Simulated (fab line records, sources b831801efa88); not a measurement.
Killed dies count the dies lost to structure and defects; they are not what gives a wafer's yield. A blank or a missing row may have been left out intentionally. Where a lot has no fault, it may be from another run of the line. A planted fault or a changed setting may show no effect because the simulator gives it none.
A lot that was struck, set against a sound lot    flow gf180mcu    22 out of 602 route steps
Sound: wafers L646.3, L646.5, L646.6. Struck: wafers L664.1, L664.2, L664.6. The cause is given at the end.
Order at every step that has rows: each side's tool, ch and its chambers, its first start. Under that, the readings that differ: sound wafers    struck wafers    difference of the means    sigmas: that difference in standard deviations of wafers without a fault.
alike: same words and numbers on both sides, and readings whose means sit less than 2 such deviations apart. not compared: any withheld reading, any reading some wafer has no value for, any bound like >300 that may hide the same value, and any number with overlapping values for which the record gives no deviation.
A row with sigmas, a row that says differs or no value, or rows on one side alone: a step with any of these is where the two part. When numbers do not overlap yet have no deviation, they are printed without sigmas and do not part them. Lack of a reading on every wafer of one side parts them only where that side has two or more wafers.

GF_HV_LDD_CD_MEAS_31: the cd target is 400 nm.
  sound: cdSem-01 at day 11 18:15; struck: cdSem-01 at day 17 19:28
reading    sound              struck             difference  sigmas
cdNm (nm)  396.1 397.6 398.8  403.3 403.9 403.4  +6.0        +3
GF_HV_LDD_OVL_MEAS_32:
  sound: overlay-02 at day 11 18:20; struck: overlay-01 at day 17 19:35
  alike: HV_LDD_02_OVL
then, 4 steps without rows for these wafers: GF_HV_LDD_IMPLANT_33; GF_HV_LDD_IMPLANT_34; GF_HV_LDD_IMPLANT_35; GF_HV_LDD_IMPLANT_36.
GF_HV_LDD_STRIP_37: strips in O2/N2.
  sound on plasmaAsher-02 ch 0,1, day 11 19:00; struck on plasmaAsher-01 ch 0,1, day 17 20:13
  alike: drypumpMotorCurrentA, heaterPowerW, oesProductAu, stripTimeToEndpointS
  not compared: rfHoursCounterH
GF_HV_LDD_TW_MEAS_38:
  sound: filmMetro-01 at day 11 19:05; struck: filmMetro-03 at day 17 20:19
  alike: HV_LDD_3_TW
then, 4 steps without rows for these wafers: GF_HV_LDD_DEHYDRATE_39 (time 60 s); GF_HV_LDD_HMDS_40 (prime time 60 s); GF_HV_LDD_COAT_41 (resist thk 1000 nm); GF_HV_LDD_SOFTBAKE_42 (time 60 s).
GF_HV_LDD_EXPOSE_43: exposes mask Pplus HV AREA, target cd 400 nm.
  sound on ilineStepper-01 ch 0, day 12 04:54; struck on ilineStepper-02 ch 0, day 18 07:46
reading  sound                                            struck                                           difference  sigmas
mask     Pplus_HV_AREA#0 Pplus_HV_AREA#0 Pplus_HV_AREA#0  Pplus_LV_AREA#0 Pplus_LV_AREA#0 Pplus_LV_AREA#0  differs     
then, 2 steps without rows for these wafers: GF_HV_LDD_PEB_44; GF_HV_LDD_DEVELOP_45 (develop time 60 s).
GF_HV_LDD_CD_MEAS_46: the cd target is 400 nm.
  sound: cdSem-02 at day 12 14:28; struck: cdSem-01 at day 18 19:46
reading    sound              struck  difference                     sigmas
cdNm (nm)  401.5 404.0 402.7  - - -   no value on the struck wafers  
GF_HV_LDD_OVL_MEAS_47:
  sound: overlay-02 at day 12 14:33; struck: overlay-01 at day 18 19:53
reading             sound        struck  difference                     sigmas
HV_LDD_03_OVL (nm)  1.4 1.8 0.8  - - -   no value on the struck wafers  
then, 1 step without rows for these wafers: GF_HV_LDD_IMPLANT_48.
GF_HV_LDD_STRIP_49: strips in O2/N2.
  sound on plasmaAsher-02 ch 0,1, day 12 14:46; struck on plasmaAsher-01 ch 0,1, day 18 20:04
  alike: drypumpMotorCurrentA, heaterPowerW, oesProductAu, stripTimeToEndpointS
  not compared: rfHoursCounterH
GF_HV_LDD_TW_MEAS_50:
  sound: filmMetro-03 at day 12 14:51; struck: filmMetro-03 at day 18 20:10
reading      sound        struck    difference  sigmas
HV_LDD_4_TW  571 571 571  30 30 30  -541        -97
then, 1 step without rows for these wafers: GF_HV_LDD_CLEAN_51 (cleans in SC1/SC2, time 150 s).
-- record jumps: 15 days separate the struck wafers' starts on either side; left off in module HV_LDD, taken up again in module PASSIVATION, whose first shown step is the route's number 602 --
GF_PASSIVATION_PROBE_99:
  only the struck wafers here have rows in the record (prober-02, day 34 06:32); the sound ones have none

WHERE THEY PART
Earliest at GF_HV_LDD_CD_MEAS_31; latest, in this record, at GF_PASSIVATION_PROBE_99.

WHY: whatever the simulator had introduced
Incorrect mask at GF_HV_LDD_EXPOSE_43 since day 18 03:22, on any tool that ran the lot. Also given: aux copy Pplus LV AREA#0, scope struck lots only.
